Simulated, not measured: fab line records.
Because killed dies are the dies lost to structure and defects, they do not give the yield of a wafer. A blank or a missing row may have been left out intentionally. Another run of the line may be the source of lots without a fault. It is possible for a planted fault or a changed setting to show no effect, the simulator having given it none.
fab line records	flow gf180mcu
record: lots: 6	wafers: 18	last_day: 33
route steps=602 shown M3@421 V3@429 M4@456 PASSIVATION@602
lots that met no fault: from a run of the same line without faults
start_h: hours from the record's opening day to when the first of the lot's shown wafers began	wait_h: how many hours have passed since the lot's step before this one	" repeats the value in the row above	L1.1+2: a row that stands for several wafers	- no value, or no start given	* or withheld: withheld	< > ~ a bound
route shown NAME@n: a module of which the file shows steps, and the number in the route of the first	usual: mean/standard deviation of fault-free wafers	same: alike in all rows	chamber/n: place in a boat	sites: each site's reading	_std_site: the standard deviation of these	_edge_site: outer sites' mean less inner sites'	radius_mm: how far each site lies from the wafer's centre	mask NAME#n: copy n	behind: the last tool/chamber to shape the wafer	hold: what put the lot on hold/how long, in hours/how the hold closed	device: names the non-switching transistor (n, p or np)	end of line: the route-end tests of the same wafers	a step given without rows: its recipe and nothing more	killed: count of dies lost to structure and defects at first sort (not the wafer's yield)	map: a wafer's dies, marking killed ones x, the rest . and places with no die _
set.NAME: the setting the step ran with; set.NAME@STEP: the setting that earlier step ran with	model.NAME: the simulator's own value behind a step, which no gauge read
lots seen at some steps along the route; tables by step, rows by wafer
services: from which hour (start_h, from the record's first day; less than 0 if before it) a tool's chamber was out of use, for how many hours, and why
== steps ==
step: GF_M3_PEB_12
recipe: peb_temp_c: 135	peb_time_s: 90	resist: KrF
step: GF_M3_DEVELOP_13
recipe: develop_time_s: 60	dev_temp_c: 21
step: GF_M3_CD_MEAS_14
recipe: target_cd_nm: 280
usual: cd_nm: 280.1/1.3
lot.wafer	tool	chamber	start_h	wait_h	cd_nm
L809.1	cd_sem-01	-	537.49	0.1	279.4
L809.2	"	-	"	"	280.3
L809.5	"	-	"	"	279.1
L811.1	cd_sem-01	-	553.71	0.1	282.9
L811.2	"	-	"	"	281.6
L811.6	"	-	"	"	282.7
L812.3	cd_sem-01	-	555.65	0.1	277.6
L812.5	"	-	"	"	278.2
L812.6	"	-	"	"	278.8
L813.1	cd_sem-01	-	567.60	0.1	280.0
L813.4	"	-	"	"	279.8
L813.5	"	-	"	"	279.2
L814.1	cd_sem-02	-	576.19	0.1	280.4
L814.3	"	-	"	"	280.4
L814.6	"	-	"	"	279.5
L825.4	cd_sem-01	-	651.47	0.1	279.4
L825.5	"	-	"	"	279.0
L825.6	"	-	"	"	280.4
step: GF_M3_OVL_MEAS_15
usual: M3_OVL: -4/6
lot.wafer	tool	chamber	start_h	wait_h	M3_OVL[nm]
L809.1	overlay-01	-	537.62	0.1	-14
L809.2	"	-	"	"	-14
L809.5	"	-	"	"	-15
L811.1	overlay-01	-	553.83	0.1	-9
L811.2	"	-	"	"	-8
L811.6	"	-	"	"	-6
L812.3	overlay-01	-	555.74	0.1	6
L812.5	"	-	"	"	-1
L812.6	"	-	"	"	-4
L813.1	overlay-01	-	567.72	0.1	-8
L813.4	"	-	"	"	-15
L813.5	"	-	"	"	-10
L814.1	overlay-02	-	576.31	0.1	-6
L814.3	"	-	"	"	2
L814.6	"	-	"	"	5
L825.4	overlay-01	-	651.55	0.1	-1
L825.5	"	-	"	"	10
L825.6	"	-	"	"	2
step: GF_M3_METAL_ETCH_16
recipe: chemistry: Cl2/BCl3	mask_material: KrF	target_depth_nm: 627.5	stop_on: SiO2	pressure_mtorr: 8	icp_w: 800	bias_w: 140	Cl2_flow_sccm: 80	bcl3_flow_sccm: 40	time_s: 104.6
step: GF_M3_STRIP_17
recipe: chemistry: O2/N2	power_w: 1400	pressure_mtorr: 1500	platen_temp_c: 250	o2_flow_sccm: 3000	n2_flow_sccm: 300	overash_fraction: 0.5
usual: drypump_motor_current_A: 5.6/0.66	heater_power_w: 341/33	oes_product_au: 0.558/0.0053	strip_time_to_endpoint_s: 7.89/0.041
lot.wafer	tool	chamber	start_h	wait_h	drypump_motor_current_A	heater_power_w	oes_product_au	rf_hours_counter_h	strip_time_to_endpoint_s
L809.1	plasma_asher-04	1	537.76	0.1	6.4	353	0.563	76	7.92
L809.2	"	0	"	"	4.8	348	0.555	76	7.87
L809.5	"	0	"	"	4.8	340	0.558	-	7.89
L811.1	plasma_asher-04	0	553.98	0.1	4.7	335	0.560	78	7.97
L811.2	"	1	"	"	6.4	348	0.560	78	7.86
L811.6	"	1	"	"	6.4	357	0.558	-	7.91
L812.3	plasma_asher-04	1	555.91	0.1	6.4	353	0.563	-	7.88
L812.5	"	1	"	"	6.4	364	0.554	-	7.93
L812.6	"	0	"	"	4.8	342	0.554	-	7.82
L813.1	plasma_asher-02	1	567.87	0.1	5.2	381	0.555	46	7.95
L813.4	"	1	"	"	5.2	391	0.567	-	7.91
L813.5	"	1	"	"	5.2	389	0.566	-	7.87
L814.1	plasma_asher-02	0	576.46	0.1	6.2	283	0.565	47	7.94
L814.3	"	1	"	"	5.2	395	0.552	-	7.91
L814.6	"	1	"	"	5.2	393	0.559	-	7.93
L825.4	plasma_asher-02	0	651.71	0.1	6.2	285	0.558	-	7.88
L825.5	"	1	"	"	5.2	394	0.564	-	7.87
L825.6	"	0	"	"	6.2	282	0.558	-	7.90
step: GF_M3_STRIP_18
recipe: chemistry: post_etch_residue_remover	time_s: 1200	temp_c: 72.5
step: GF_M3_CLEAN_19
recipe: chemistry: DIW	dry: n2_spin
step: GF_V3_CVD_00
recipe: material: SiO2	target_thk_nm: 600	sigma_open_frac: 0.3	temp_c: 400	time_s: 100	sih4_flow_sccm: 60	pressure_mtorr: 6
step: GF_V3_THK_MEAS_01
recipe: reads: SiO2_of_V3_CVD_00
usual: V3_CVD_00_THK: 598/5.8
lot.wafer	tool	chamber	start_h	wait_h	V3_CVD_00_THK[nm]
L809.1	film_metro-04	-	538.38	0.0	596
L809.2	"	-	"	"	598
L809.5	"	-	"	"	593
L811.1	film_metro-02	-	554.93	0.0	601
L811.2	"	-	"	"	602
L811.6	"	-	"	"	608
L812.3	film_metro-01	-	556.50	0.1	597
L812.5	"	-	"	"	601
L812.6	"	-	"	"	600
L813.1	film_metro-02	-	568.48	0.0	606
L813.4	"	-	"	"	609
L813.5	"	-	"	"	607
L814.1	film_metro-01	-	577.07	0.0	593
L814.3	"	-	"	"	604
L814.6	"	-	"	"	603
L825.4	film_metro-04	-	652.34	0.0	596
L825.5	"	-	"	"	583
L825.6	"	-	"	"	592
step: GF_V3_CVD_02
recipe: material: SiO2	target_thk_nm: 850	precursor: TEOS	temp_c: 400	time_s: 94.851	rf_w: 600
usual: heater_power_w: 625/91
same: time_s: 94.851
lot.wafer	tool	chamber	start_h	wait_h	heater_power_w
L809.1	pecvd-03	1	538.44	0.1	629
L809.2	"	2	"	"	654
L809.5	"	0	"	"	615
L811.1	pecvd-04	1	554.99	0.1	627
L811.2	"	0	"	"	535
L811.6	"	2	"	"	640
L812.3	pecvd-04	1	556.54	0.0	637
L812.5	"	1	"	"	683
L812.6	"	0	"	"	591
L813.1	pecvd-03	0	568.54	0.1	616
L813.4	"	0	"	"	634
L813.5	"	1	"	"	712
L814.1	pecvd-04	2	577.13	0.1	680
L814.3	"	0	"	"	500
L814.6	"	0	"	"	570
L825.4	pecvd-03	0	652.41	0.1	477
L825.5	"	1	"	"	561
L825.6	"	2	"	"	519
step: GF_V3_THK_MEAS_03
recipe: reads: SiO2_of_V3_CVD_02
usual: V3_CVD_02_THK: 847/12
lot.wafer	tool	chamber	start_h	wait_h	V3_CVD_02_THK[nm]
L809.1	film_metro-02	-	538.51	0.0	820
L809.2	"	-	"	"	836
L809.5	"	-	"	"	857
L811.1	film_metro-01	-	555.05	0.0	844
L811.2	"	-	"	"	837
L811.6	"	-	"	"	867
L812.3	film_metro-02	-	556.63	0.1	844
L812.5	"	-	"	"	851
L812.6	"	-	"	"	851
L813.1	film_metro-04	-	568.61	0.0	837
L813.4	"	-	"	"	854
L813.5	"	-	"	"	824
L814.1	film_metro-04	-	577.20	0.0	851
L814.3	"	-	"	"	840
L814.6	"	-	"	"	840
L825.4	film_metro-04	-	652.47	0.0	856
L825.5	"	-	"	"	839
L825.6	"	-	"	"	850
step: GF_V3_CMP_04
recipe: material: SiO2	down_force_psi: 4	platen_rpm: 60	pad_velocity_m_s: 0.94248
usual: motor_current_A: 12.1/0.88	slurry_flow_ml_min: 149.9/0.4	time_to_endpoint_s: 78/6.2
lot.wafer	tool	chamber	start_h	wait_h	motor_current_A	slurry_flow_ml_min	time_to_endpoint_s	model.SiO2_of_V3_CVD_02.thk_nm
L809.2	cmp-02	2	538.57	0.0	11.1	150.7	76	631.3
L809.1	"	3	"	"	13.1	149.6	74	632.7
L809.5	"	3	"	"	12.6	149.8	87	632.1
L811.1	cmp-01	3	555.16	0.1	11.7	149.5	77	632.6
L811.2	"	0	"	"	12.1	149.9	69	630.8
L811.6	"	3	"	"	11.6	149.2	81	632
L812.3	cmp-01	3	556.82	0.2	11.9	150.7	77	632.1
L812.5	"	0	"	"	12.1	150.4	18	789.2
L812.6	"	1	"	"	11.0	149.9	82	632.7
L813.4	cmp-02	3	568.67	0.0	12.7	150.0	82	632.4
L813.1	"	1	"	"	13.9	150.7	76	632
L813.5	"	0	"	"	13.4	149.6	75	634.6
L814.3	cmp-01	0	577.36	0.1	11.9	149.8	14	788.2
L814.1	"	1	"	"	10.3	149.9	79	630.9
L814.6	"	3	"	"	12.0	150.8	73	630.8
L825.4	cmp-02	3	652.65	0.2	12.9	150.1	82	631.7
L825.6	"	0	"	"	12.7	149.4	86	633.5
L825.5	"	1	"	"	13.9	149.3	77	632.8
step: GF_V3_BOW_MEAS_05
recipe: mode: bow
usual: V3_BOW: 119/9.4
lot.wafer	tool	chamber	start_h	wait_h	V3_BOW[um]
L809.1	film_metro-01	-	538.87	0.2	113
L809.2	"	-	"	"	124
L809.5	"	-	"	"	127
L811.1	film_metro-04	-	555.41	0.2	119
L811.2	"	-	"	"	139
L811.6	"	-	"	"	107
L812.3	film_metro-04	-	557.01	0.1	118
L812.5	"	-	"	"	142
L812.6	"	-	"	"	117
L813.1	film_metro-01	-	568.97	0.1	116
L813.4	"	-	"	"	92
L813.5	"	-	"	"	114
L814.1	film_metro-02	-	577.56	0.1	105
L814.3	"	-	"	"	129
L814.6	"	-	"	"	122
L825.4	film_metro-04	-	652.86	0.2	107
L825.5	"	-	"	"	102
L825.6	"	-	"	"	92
step: GF_V3_DEHYDRATE_06
recipe: temp_c: 200	time_s: 60
step: GF_V3_HMDS_07
recipe: prime_time_s: 60	prime_temp_c: 120
step: GF_V3_COAT_08
recipe: resist: BARC	temp_c: withheld	time_s: withheld	spin_rpm: withheld	resist_thk_nm: withheld
step: GF_V3_COAT_09
recipe: resist: KrF	spin_rpm: withheld	resist_thk_nm: 1000
step: GF_V3_SOFTBAKE_10
recipe: temp_c: 131	time_s: 60	resist: KrF
step: GF_V3_EXPOSE_11
recipe: mask_id: Via3	target_cd_nm: 260	na: 0.68	source_shape: conventional	sigma_outer: 0.6	dose_mj: 38
step: GF_V3_PEB_12
recipe: peb_temp_c: 135	peb_time_s: 90	resist: KrF
step: GF_V3_DEVELOP_13
recipe: develop_time_s: 60	resist: KrF	dev_temp_c: 21
step: GF_V3_CD_MEAS_14
recipe: target_cd_nm: 260
usual: cd_nm: 260.0/1.3
lot.wafer	tool	chamber	start_h	wait_h	cd_nm
L809.1	cd_sem-01	-	561.20	0.1	260.6
L809.2	"	-	"	"	262.3
L809.5	"	-	"	"	260.8
L811.1	cd_sem-01	-	577.20	0.1	262.1
L811.2	"	-	"	"	262.3
L811.6	"	-	"	"	262.9
L812.3	cd_sem-01	-	578.30	0.1	258.0
L812.5	"	-	"	"	258.1
L812.6	"	-	"	"	258.2
L813.1	cd_sem-02	-	590.46	0.1	259.1
L813.4	"	-	"	"	260.2
L813.5	"	-	"	"	260.2
L814.1	cd_sem-02	-	598.80	0.1	258.5
L814.3	"	-	"	"	259.3
L814.6	"	-	"	"	260.0
L825.4	cd_sem-01	-	672.47	0.1	260.1
L825.5	"	-	"	"	259.1
L825.6	"	-	"	"	259.0
step: GF_V3_OVL_MEAS_15
usual: V3_OVL: -2/6.9
lot.wafer	tool	chamber	start_h	wait_h	V3_OVL[nm]
L809.1	overlay-01	-	561.32	0.1	-3
L809.2	"	-	"	"	-6
L809.5	"	-	"	"	-4
L811.1	overlay-02	-	577.32	0.1	-3
L811.2	"	-	"	"	-1
L811.6	"	-	"	"	-6
L812.3	overlay-02	-	578.39	0.1	-14
L812.5	"	-	"	"	-10
L812.6	"	-	"	"	-8
L813.1	overlay-02	-	590.58	0.1	-3
L813.4	"	-	"	"	5
L813.5	"	-	"	"	-3
L814.1	overlay-02	-	598.92	0.1	-10
L814.3	"	-	"	"	-1
L814.6	"	-	"	"	-3
L825.4	overlay-01	-	672.55	0.1	3
L825.5	"	-	"	"	0
L825.6	"	-	"	"	8
step: GF_V3_ETCH_16
recipe: chemistry: N2/H2	target_depth_a: withheld	overetch_a: withheld	time_s: withheld	target: BARC	ion_energy_ev: 200	source_w: 500	bias_w: 100	pressure_mtorr: 30	n2_flow_sccm: 100	h2_flow_sccm: 200
usual: drypump_motor_current_A: 5.7/0.53	oes_product_au: 0.855/0.0044	throttle_valve_pct: 13.225/0.01
lot.wafer	tool	chamber	start_h	wait_h	drypump_motor_current_A	oes_product_au	throttle_valve_pct
L809.1	rie_diel-03	3	561.36	0.0	4.7	0.856	13.222
L809.2	"	1	"	"	5.8	0.853	13.232
L809.5	"	3	"	"	4.8	0.858	13.221
L811.1	rie_diel-02	2	577.36	0.0	5.0	0.847	13.244
L811.2	"	0	"	"	6.4	0.854	13.234
L811.6	"	3	"	"	6.2	0.850	13.222
L812.3	rie_diel-01	0	578.44	0.0	5.5	0.852	13.238
L812.5	"	2	"	"	5.3	0.852	13.223
L812.6	"	0	"	"	5.5	0.860	13.210
L813.1	rie_diel-03	0	590.62	0.0	5.9	0.850	13.236
L813.4	"	1	"	"	5.8	0.851	13.209
L813.5	"	3	"	"	4.7	0.862	13.227
L814.1	rie_diel-03	2	598.96	0.0	5.8	0.864	13.224
L814.3	"	0	"	"	6.0	0.845	13.229
L814.6	"	2	"	"	5.8	0.859	13.232
L825.4	rie_diel-03	0	672.56	0.0	5.9	0.850	13.218
L825.5	"	2	"	"	5.8	0.853	13.241
L825.6	"	3	"	"	4.7	0.853	13.223
step: GF_V3_ETCH_17
recipe: chemistry: C4F8/O2/Ar	mask_material: KrF	target: SiO2	stop_on: TiN	source_w: 1500	bias_w: 1200	pressure_mtorr: 40	c4f8_flow_sccm: withheld	O2_flow_sccm: 6	Ar_flow_sccm: 300	time_s: withheld	target_depth_a: 6350
usual: oes_product_au: 0.856/0.0045
lot.wafer	tool	chamber	start_h	wait_h	oes_product_au	model.V3.feature_depth_nm	model.etch.depth_nm
L809.1	rie_diel-03	3	-	-	0.859	632.7	632.7
L809.2	"	1	"	"	0.858	631.3	631.3
L809.5	"	3	"	"	0.864	632.1	632.1
L811.1	rie_diel-02	2	-	-	0.862	632.6	632.6
L811.2	"	0	"	"	0.859	630.8	630.8
L811.6	"	3	"	"	0.846	632	632
L812.3	rie_diel-01	0	-	-	0.858	632.1	632.1
L812.5	"	2	"	"	0.978	789.2	789.2
L812.6	"	0	"	"	0.856	632.7	632.7
L813.1	rie_diel-03	0	-	-	0.848	632	632
L813.4	"	1	"	"	0.851	632.4	632.4
L813.5	"	3	"	"	0.860	634.6	634.6
L814.1	rie_diel-03	2	-	-	0.856	630.9	630.9
L814.3	"	0	"	"	0.977	788.2	788.2
L814.6	"	2	"	"	0.852	630.8	630.8
L825.4	rie_diel-03	0	-	-	0.859	631.7	631.7
L825.5	"	2	"	"	0.864	632.8	632.8
L825.6	"	3	"	"	0.851	633.5	633.5
step: GF_V3_STRIP_18
recipe: chemistry: O2/N2	power_w: 1400	pressure_mtorr: 1500	platen_temp_c: 250	o2_flow_sccm: 3000	n2_flow_sccm: 300	overash_fraction: 0.5
usual: drypump_motor_current_A: 5.5/0.6	heater_power_w: 349/63	oes_product_au: 0.592/0.0047
lot.wafer	tool	chamber	start_h	wait_h	drypump_motor_current_A	heater_power_w	oes_product_au	rf_hours_counter_h
L809.1	plasma_asher-03	1	561.49	-	4.9	438	0.599	14
L809.2	"	0	"	"	5.6	277	0.591	14
L809.5	"	0	"	"	5.6	286	0.600	-
L811.1	plasma_asher-02	0	577.49	-	6.2	279	0.602	47
L811.2	"	1	"	"	5.2	390	0.602	47
L811.6	"	1	"	"	5.2	394	0.597	-
L812.3	plasma_asher-02	1	578.64	-	5.2	393	0.591	-
L812.5	"	1	"	"	5.2	388	0.589	-
L812.6	"	0	"	"	6.2	278	0.587	-
L813.1	plasma_asher-04	1	590.74	-	6.5	354	0.591	82
L813.4	"	0	"	"	4.7	343	0.586	-
L813.5	"	1	"	"	6.4	347	0.597	-
L814.1	plasma_asher-04	1	599.08	-	6.4	360	0.599	82
L814.3	"	1	"	"	6.4	351	0.596	-
L814.6	"	1	"	"	6.4	354	0.594	-
L825.4	plasma_asher-02	1	672.73	-	5.2	398	0.587	-
L825.5	"	1	"	"	5.2	385	0.584	-
L825.6	"	0	"	"	6.2	283	0.587	-
step: GF_V3_STRIP_19
recipe: chemistry: post_etch_residue_remover	time_s: 1200	temp_c: 72.5
step: GF_V3_CLEAN_20
recipe: chemistry: DIW	dry: n2_spin
step: GF_V3_SPUTTER_21
recipe: material: Ti	target_thk_nm: 15	chamber_pressure_pa: 5	power_w: 2500	substrate_temp_c: 200	time_s: 80.02
step: GF_V3_SPUTTER_22
recipe: material: TiN	target_thk_nm: 10	chamber_pressure_pa: 5	power_w: 4000	time_s: 40
step: GF_V3_CVD_23
recipe: material: W	target_thk_nm: 350	time_s: 104.9	temp_c: 400	pressure_torr: 40
usual: heater_power_w: 782/44
same: time_s: 104.9
lot.wafer	tool	chamber	start_h	wait_h	heater_power_w
L809.1	cvd_w-02	1	562.12	0.0	838
L809.2	"	0	"	"	726
L809.5	"	1	"	"	830
L811.1	cvd_w-02	1	578.12	0.0	807
L811.2	"	0	"	"	745
L811.6	"	0	"	"	742
L812.3	cvd_w-01	0	579.28	0.1	750
L812.5	"	0	"	"	748
L812.6	"	1	"	"	818
L813.1	cvd_w-02	0	591.41	0.0	715
L813.4	"	1	"	"	815
L813.5	"	1	"	"	839
L814.1	cvd_w-01	1	599.76	0.0	829
L814.3	"	1	"	"	845
L814.6	"	0	"	"	737
L825.4	cvd_w-01	0	673.46	0.1	745
L825.5	"	0	"	"	761
L825.6	"	0	"	"	756
step: GF_V3_RS_MEAS_24
recipe: thk_meas_gauge: four-point-probe	reads: W_of_V3_CVD_23+TiN_of_V3_SPUTTER_22+Ti_of_V3_SPUTTER_21
usual: V3_W_RS: 0.327/0.0031
lot.wafer	tool	chamber	start_h	wait_h	V3_W_RS[ohm/sq]
L809.1	film_metro-02	-	562.23	0.1	0.331
L809.2	"	-	"	"	0.329
L809.5	"	-	"	"	0.334
L811.1	film_metro-04	-	578.23	0.1	0.332
L811.2	"	-	"	"	0.332
L811.6	"	-	"	"	0.329
L812.3	film_metro-01	-	579.40	0.1	0.330
L812.5	"	-	"	"	0.328
L812.6	"	-	"	"	0.329
L813.1	film_metro-04	-	591.52	0.1	0.327
L813.4	"	-	"	"	0.329
L813.5	"	-	"	"	0.325
L814.1	film_metro-02	-	599.89	0.1	0.321
L814.3	"	-	"	"	0.324
L814.6	"	-	"	"	0.329
L825.4	film_metro-04	-	673.63	0.1	0.324
L825.5	"	-	"	"	0.324
L825.6	"	-	"	"	0.323
step: GF_V3_THK_MEAS_25
recipe: thk_meas_gauge: xrf	reads: W_of_V3_CVD_23
usual: V3_W_THK: 361/4.2
lot.wafer	tool	chamber	start_h	wait_h	V3_W_THK[nm]
L809.1	film_metro-02	-	562.35	0.1	357
L809.2	"	-	"	"	360
L809.5	"	-	"	"	355
L811.1	film_metro-04	-	578.35	0.1	359
L811.2	"	-	"	"	358
L811.6	"	-	"	"	360
L812.3	film_metro-01	-	579.50	0.1	360
L812.5	"	-	"	"	363
L812.6	"	-	"	"	358
L813.1	film_metro-04	-	591.64	0.1	364
L813.4	"	-	"	"	362
L813.5	"	-	"	"	366
L814.1	film_metro-02	-	600.01	0.1	370
L814.3	"	-	"	"	368
L814.6	"	-	"	"	362
L825.4	film_metro-04	-	673.72	0.1	367
L825.5	"	-	"	"	368
L825.6	"	-	"	"	366
step: GF_V3_CMP_26
recipe: stop_on: SiO2	down_force_psi: 3.5	platen_rpm: 60	t_overpolish_s: 15	target_thk_nm: 0	pad_velocity_m_s: 0.94248
usual: motor_current_A: 11.1/0.85	slurry_flow_ml_min: 150.1/0.42
lot.wafer	tool	chamber	start_h	wait_h	motor_current_A	slurry_flow_ml_min	model.SiO2_of_V3_CVD_02.thk_nm
L809.2	cmp-01	3	562.46	0.1	10.8	150.0	627.5
L809.1	"	0	"	"	11.3	149.8	629
L809.5	"	2	"	"	11.2	150.0	628.4
L811.1	cmp-02	1	578.41	0.1	12.8	150.0	628.8
L811.2	"	2	"	"	10.9	149.9	627
L811.6	"	2	"	"	10.4	149.8	628.2
L812.3	cmp-02	3	579.64	0.1	11.7	150.5	628.3
L812.6	"	1	"	"	11.9	150.0	628.9
L812.5	"	2	"	"	10.8	149.5	785.4
L813.4	cmp-01	2	591.75	0.1	11.7	150.5	628.6
L813.1	"	3	"	"	11.0	149.8	628.2
L813.5	"	2	"	"	10.9	149.9	630.8
L814.3	cmp-01	1	600.31	0.3	9.5	149.2	784.4
L814.1	"	2	"	"	11.8	149.9	627.2
L814.6	"	0	"	"	10.4	150.3	627
L825.4	cmp-01	1	673.80	0.1	9.6	149.7	628
L825.6	"	0	"	"	11.0	150.9	629.7
L825.5	"	1	"	"	10.0	149.6	629
step: GF_M4_SPUTTER_00
recipe: material: Ti	target_thk_nm: 37.5	arriving_ion_energy_ev: 80	substrate_temp_c: 200	chamber_pressure_pa: 2	power_w: 4000	time_s: 150
step: GF_PASSIVATION_PROBE_99
lot.wafer	tool	chamber	start_h	wait_h	model.etest.via3_chain.rc_ohm	model.etest.met4_comb.leak_log10_a_um
L809.1	prober-01	-	712.60	0.1	6.18	-11.95
L809.2	prober-01	-	712.65	0.1	6.239	-11.97
L809.5	prober-01	-	712.80	0.2	6.532	-11.77
L811.1	prober-01	-	726.50	0.1	6.429	-12.13
L811.2	prober-01	-	726.55	0.1	6.282	-12.14
L811.6	prober-01	-	726.75	0.2	6.344	-12.08
L812.3	prober-02	-	728.10	0.2	6.835	-11.91
L812.5	prober-02	-	728.20	0.2	10.82	-11.46
L812.6	prober-02	-	728.25	0.2	6.392	-12.06
L813.1	prober-01	-	737.51	0.1	6.413	-11.85
L813.4	prober-01	-	737.66	0.2	6.494	-12.07
L813.5	prober-01	-	737.71	0.2	6.316	-11.89
L814.1	prober-02	-	743.67	0.1	6.38	-12.16
L814.3	prober-02	-	743.77	0.2	7.801	-10.73
L814.6	prober-02	-	743.92	0.2	5.992	-12.23
L825.4	prober-01	-	803.46	0.2	6.518	-12.05
L825.5	prober-01	-	803.51	0.2	6.623	-11.95
L825.6	prober-01	-	803.56	0.2	6.541	-11.9
killed by level:class
L809.1 V2:geometric_particle:open=6 CONTACT:geometric_particle:open=5 V1:geometric_particle:open=5 V4:geometric_particle:open=5 V3:geometric_particle:open=5 V5:geometric_particle:open=5 STI:geometric_particle:open=4 STI:geometric_particle:short=4
L809.2 V5:geometric_particle:open=6 V2:geometric_particle:open=5 V1:geometric_particle:open=4 V5:geometric_particle:short=4 STI:geometric_particle:short=3 CONTACT:geometric_particle:open=3 V4:geometric_particle:open=3 STI:geometric_particle:open=2
L809.5 V2:geometric_particle:open=4 STI:geometric_particle:short=3 M1:geometric_particle:short=3 V1:geometric_particle:short=3 V1:geometric_particle:open=3 V3:geometric_particle:short=3 V3:geometric_particle:open=3 M4:geometric_particle:short=3
L811.1 CONTACT:geometric_particle:open=6 V2:geometric_particle:open=5 STI:geometric_particle:open=5 CONTACT:geometric_particle:short=5 V4:geometric_particle:open=5 V1:geometric_particle:open=4 M3:geometric_particle:short=4 V3:geometric_particle:open=4
L811.2 STI:geometric_particle:short=4 CONTACT:geometric_particle:open=4 M1:geometric_particle:short=4 V1:geometric_particle:open=4 V2:geometric_particle:open=4 M4:geometric_particle:short=3 V5:geometric_particle:short=3 V2:geometric_particle:short=2
L811.6 V1:geometric_particle:open=9 STI:geometric_particle:open=6 V2:geometric_particle:short=5 V5:geometric_particle:open=5 STI:geometric_particle:short=3 CONTACT:geometric_particle:open=3 V1:geometric_particle:short=3 V2:geometric_particle:open=3
L813.1 CONTACT:geometric_particle:open=9 STI:geometric_particle:open=6 V1:geometric_particle:open=4 V4:geometric_particle:open=4 M5:geometric_particle:short=4 M1:geometric_particle:short=3 V3:geometric_particle:open=3 V3:geometric_particle:short=3
L813.4 V2:geometric_particle:open=8 CONTACT:geometric_particle:open=5 V1:geometric_particle:open=5 V3:geometric_particle:short=5 V5:geometric_particle:open=5 V1:geometric_particle:short=4 CONTACT:geometric_particle:short=3 V3:geometric_particle:open=3
L813.5 V2:geometric_particle:short=5 V2:geometric_particle:open=5 STI:geometric_particle:short=4 STI:geometric_particle:open=4 V5:geometric_particle:open=4 M1:geometric_particle:short=4 CONTACT:geometric_particle:open=3 M1:geometric_particle:open=3
L825.4 V2:geometric_particle:open=5 V3:geometric_particle:open=5 V4:geometric_particle:open=5 V5:geometric_particle:open=5 V1:geometric_particle:open=4 CONTACT:geometric_particle:open=3 M1:geometric_particle:short=3 V5:geometric_particle:short=3
L825.5 V2:geometric_particle:open=4 V3:geometric_particle:open=4 STI:geometric_particle:short=3 M1:geometric_particle:short=3 V1:geometric_particle:short=3 V2:geometric_particle:short=3 V4:geometric_particle:open=3 CONTACT:geometric_particle:open=2
L825.6 CONTACT:geometric_particle:open=5 STI:geometric_particle:short=4 V5:geometric_particle:open=4 CONTACT:geometric_particle:short=3 V1:geometric_particle:open=3 M4:geometric_particle:short=3 V4:geometric_particle:short=2 V4:geometric_particle:open=2
== services ==
tool	chamber	start_h	hours	kind
cmp-02	-	515.23	16.2	pm
plasma_asher-04	-	526.06	3.6	repair
rie_diel-02	2	526.42	9.3	repair
cmp-02	-	532.15	1.1	repair
plasma_asher-02	-	542.58	3.9	repair
rie_diel-01	1	558.42	36.9	repair
pecvd-03	0	569.86	19.6	repair
cmp-02	-	572.00	4.0	pm
pecvd-03	-	572.82	1.7	repair
cmp-01	-	576.19	0.4	repair
rie_diel-01	3	578.19	52.8	repair
rie_diel-01	2	578.69	8.7	repair
cvd_w-02	-	580.45	1.5	repair
rie_diel-02	2	580.97	6.9	repair
cmp-01	-	600.94	1.0	repair
cmp-02	-	603.11	4.0	pm
pecvd-04	-	605.01	5.5	pm
rie_diel-03	-	612.76	4.3	pm
cmp-02	-	619.69	4.6	pm
rie_diel-03	1	627.04	7.1	repair
plasma_asher-02	-	627.27	12.7	repair
rie_diel-03	3	636.32	4.1	repair
plasma_asher-04	-	644.00	4.8	repair
cvd_w-01	1	671.35	11.3	repair
== key ==
first_sign: step: GF_V3_CMP_04	reading: time_to_endpoint_s	direction: down	sigmas: 9.9	usual: *	struck: *
effect: step: GF_V3_ETCH_17	reading: oes_product_au	direction: up	sigmas: 27	usual: 0.856	struck: 0.977
model_effect: step: GF_V3_CMP_04	value: SiO2_of_V3_CVD_02.thk_nm	without: 630.5	struck: 788.7
model_effect: step: GF_V3_ETCH_17	value: V3.feature_depth_nm	without: 630.5	struck: 788.7
model_effect: step: GF_V3_CMP_26	value: SiO2_of_V3_CVD_02.thk_nm	without: 626.8	struck: 784.9
model_effect: step: GF_PASSIVATION_PROBE_99	value: etest.via3_chain.rc_ohm	without: 6.538	struck: 9.309
met_at GF_V3_CMP_04
struck_wafers L812.5,L814.3
sort_left_out L812.5,L814.3
onset_between 555.16 556.82
fault: kind: process_parameter_drift	tool: cmp-01	chamber: 0	onset_h: 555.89	steps: GF_V3_CMP_04	channel: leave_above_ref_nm	offset: 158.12	shape: step	end_h: 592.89	acts_in: these_recipes_only	stated: 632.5
sort_left_out: the simulated sort isn't trusted on such a fault, so these wafers' sort isn't shown, and their yield isn't known
